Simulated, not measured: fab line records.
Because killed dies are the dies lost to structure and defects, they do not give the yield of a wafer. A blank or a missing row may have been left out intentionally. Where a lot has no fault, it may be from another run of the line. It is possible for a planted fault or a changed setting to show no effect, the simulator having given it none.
A lot that was struck, set against a sound lot || flow sky130 || 15 steps out of a route of 708
Sound: wafers L328.2, L328.3, L328.6. The struck wafers were L330.1, L330.4, L330.5. The cause is named last.
At each step with rows: each side's tool, then ch and its chambers, then its first start. Under that, the readings that differ: sound wafers || struck wafers || difference of the means || sigmas: that difference in standard deviations of wafers without a fault.
alike: a reading whose means differ by less than 2 such deviations, as well as words and numbers matching on both sides. not compared: withheld readings; readings where some wafer has no value; bounds like >300 that might hide an equal value; numbers whose values overlap and for which the record gives no deviation.
A row with sigmas, a row that says differs or no value, or rows on one side alone: a step with any of these is where the two part. Non-overlapping numbers with no deviation appear without sigmas and do not part them. A reading missing from all wafers of one side parts the sides only when that side holds two or more wafers.

first, 3 steps without rows for these wafers: SKY_RES_PROTECT_PEB_05; SKY_RES_PROTECT_DEVELOP_06 (develop time 60 s); SKY_POLY_GATE_IMPLANT_02.
SKY_RES_PROTECT_STRIP_07: strips in O2/N2.
  sound on plasma-asher-02 ch 0,1, day 16 07:04; struck on plasma-asher-01 ch 1, day 17 11:34
  alike: drypump-motor-current-A, n2-flow-sccm, oes-product-au, strip-time-to-endpoint-s
  not compared: rf-hours-counter-h
SKY_RES_PROTECT_TW_MEAS_08:
  sound: film-metro-04 at day 16 07:10; struck: film-metro-01 at day 17 11:40
  alike: POLY_GATE_TW
then, 2 steps without rows for these wafers: SKY_RES_PROTECT_CLEAN_09 (cleans in SC1/SC2, time 150 s); SKY_POLY_GATE_CVD_03 (deposits Si3N4 from DCS/NH3, target thk 75 nm, time 1290 s).
SKY_POLY_GATE_THK_MEAS_04:
  sound: film-metro-01 at day 16 10:19; struck: film-metro-01 at day 17 13:07
{"reading": "POLY_GATE_CVD_03_THK (nm)", "sound": "76.2 76.3 76.5", "struck": "74.9 74.9 74.9", "difference": -1.4, "sigmas": -2}
then, 4 steps without rows for these wafers: SKY_POLY_GATE_DEHYDRATE_05 (time 60 s); SKY_POLY_GATE_HMDS_06 (prime time 60 s); SKY_POLY_GATE_COAT_07 (resist thk 110 nm); SKY_POLY_GATE_COAT_08 (resist thk 450 nm).
SKY_POLY_GATE_SOFTBAKE_09: time 90 s.
  sound on litho-track-04 ch 0, day 17 01:00; struck on litho-track-04 ch 0, day 18 03:00
{"reading": "run-length-s (s)", "sound": "118.91 118.90 118.88", "struck": "135.03 135.10 135.08", "difference": "+16.17", "sigmas": "+77"}
then, 1 step without rows for these wafers: SKY_POLY_GATE_EXPOSE_10 (exposes mask P1M, target cd 150 nm).
-- here the record skips 29 days between the struck wafers' starts before and after, leaving off in module POLY_GATE and picking up in module PAD_OPEN (first step shown: number 708 of the route) --
SKY_PAD_OPEN_PROBE_99:
  sound: prober-02 at day 46 19:38; struck: prober-02 at day 47 07:25
  alike: killed_at_M0_to_M3, killed_at_M4_up, killed-at-contacts, killed-at-front-end, killed-at-other, killed-dies, killed-open, killed-short

== WHERE THEY PART ==
First at SKY_POLY_GATE_THK_MEAS_04; last, within this record, at SKY_POLY_GATE_SOFTBAKE_09. Later steps at which nothing parts them and some readings are alike: SKY_PAD_OPEN_PROBE_99.

WHY: the cause the simulator had injected
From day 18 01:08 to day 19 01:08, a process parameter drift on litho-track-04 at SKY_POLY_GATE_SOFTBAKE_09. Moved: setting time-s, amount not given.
